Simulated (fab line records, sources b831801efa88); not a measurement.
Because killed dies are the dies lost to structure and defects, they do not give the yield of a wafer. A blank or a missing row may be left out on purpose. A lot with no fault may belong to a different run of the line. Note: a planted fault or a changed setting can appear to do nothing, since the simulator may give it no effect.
Code-filled problem report in 8D (eight disciplines) form -- flow gf180mcu -- the parts of the form that need people (team, actions taken, sign-off) are left out

== 1. WHAT IS WRONG ==
Wafers without a fault read 260.2 nm, standard deviation 1; cd_nm at GF_V3_CD_MEAS_14 reads a mean of 217.5 nm on 6 wafers belonging to 2 lots. Relative to the usual mean, that is a shift of -43 standard deviations.
The step: target cd 260 nm.
The first sign was on wafer L394.3 at day 29 16:13, on cd_sem-02. The record has a number at this step for 35 wafers belonging to 12 lots. Rule for "out", or "out of limits": more than 4 standard deviations from the usual mean. All remaining wafers that have a number are taken as sound.

== 2. WHAT THIS IS AND IS NOT ==
question,is,is not
which readings at this step,cd_nm,-
which lots,"L394, L396","L373, L375, L377, L379, L382, L383, L384, L386, L387, L395"
which wafers of those lots,all that have a number,-
read on which gauges,"cd_sem-01, cd_sem-02",-
when,from day 29 16:13,up to then (26 sound wafers); but 3 sound wafers of L395 came after

== 3. SUSPECTS, AND WHAT RULES EACH OUT ==
Counting: a tool stays on the suspect list if, at a process step up to the reading, it processed all lots that are out and no sound lot following the first of them.
- the gauge at GF_V3_CD_MEAS_14 has been ruled out. The wafers that are out were read on 2 gauges (cd_sem-01, cd_sem-02).
- rie_diel-01 at GF_V2_ETCH_16 (etches BARC in N2/H2): ruled out as a lasting fault. The sound lots L395 went through it after L394, its earliest lot that is out (day 27 20:24).
- krf_scanner-01 at GF_V3_EXPOSE_11 (exposes mask Via3, target cd 260 nm): kept. It ran every lot that is out, first L394 (day 29 06:50), and no sound lot after that; its last sound lot up to then is L386 (day 26 19:00). Its own exposure_dose_mJ_cm2 readings are out on those wafers.
After counting, what remains is krf_scanner-01 at GF_V3_EXPOSE_11.

== 4. THE CAUSE (what the simulator had put in) ==
Drift in process parameters on krf_scanner-01 at GF_V3_EXPOSE_11, starting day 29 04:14. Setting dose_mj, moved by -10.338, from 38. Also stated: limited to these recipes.
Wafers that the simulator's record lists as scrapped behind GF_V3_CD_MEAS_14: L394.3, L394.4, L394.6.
After counting, this tool was the only one left.

== 5. THE CHAIN OF EFFECTS, in route order ==
One row per reading whose mean, taken over the struck wafers that have a number, lies over 3 standard deviations from the usual. Only readings for which the record gives a usual standard deviation are gone through. hours: the time from each lot's start at the first step in this table that gives one to its start at this step, as a median over the lots. sigmas: the change in usual standard deviations.
hours,step,reading,usual,on struck wafers,change,sigmas
0,GF_V3_EXPOSE_11,exposure_dose_mJ_cm2,38.00,28.67,-9.33,-99 or more
9,GF_V3_CD_MEAS_14,cd_nm,260.2 nm,217.5,-42.7,-43
136,GF_PASSIVATION_PROBE_99,defect_limited_yield,90.6 %,77.0,-13.6,-9.7
136,GF_PASSIVATION_PROBE_99,killed_at_M0_to_M3,20,89,+69,+15
136,GF_PASSIVATION_PROBE_99,killed_dies,46,113,+67,+9.7
136,GF_PASSIVATION_PROBE_99,killed_on_rim,8.9,28.0,+19.1,+6.8
136,GF_PASSIVATION_PROBE_99,sort_bin_5_function,5.5 %,19.3,+13.8,+13
136,GF_PASSIVATION_PROBE_99,sort_n_pass,446,379,-67,-9.7
136,GF_PASSIVATION_PROBE_99,sort_yield_pct,90.6 %,77.0,-13.6,-9.7
The process steps in it:
- GF_V3_EXPOSE_11: exposes mask Via3, target cd 260 nm.
- GF_PASSIVATION_PROBE_99

== 6. HOW IT WOULD HAVE BEEN CAUGHT EARLIER ==
12 hours passed between the start of the fault at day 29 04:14 and the first reading out of limits at a measuring or inspecting step in this record, taken at day 29 16:13.
At GF_V3_EXPOSE_11, the tool's own readings (exposure_dose_mJ_cm2) were out on each struck wafer the step has a row for, so an alarm limit on them would have fired on the first such wafer.
L396, from the lots that are out (2), started GF_V3_EXPOSE_11 on krf_scanner-01 later than day 29 16:13. It would have been spared by a hold on the tool at that moment.
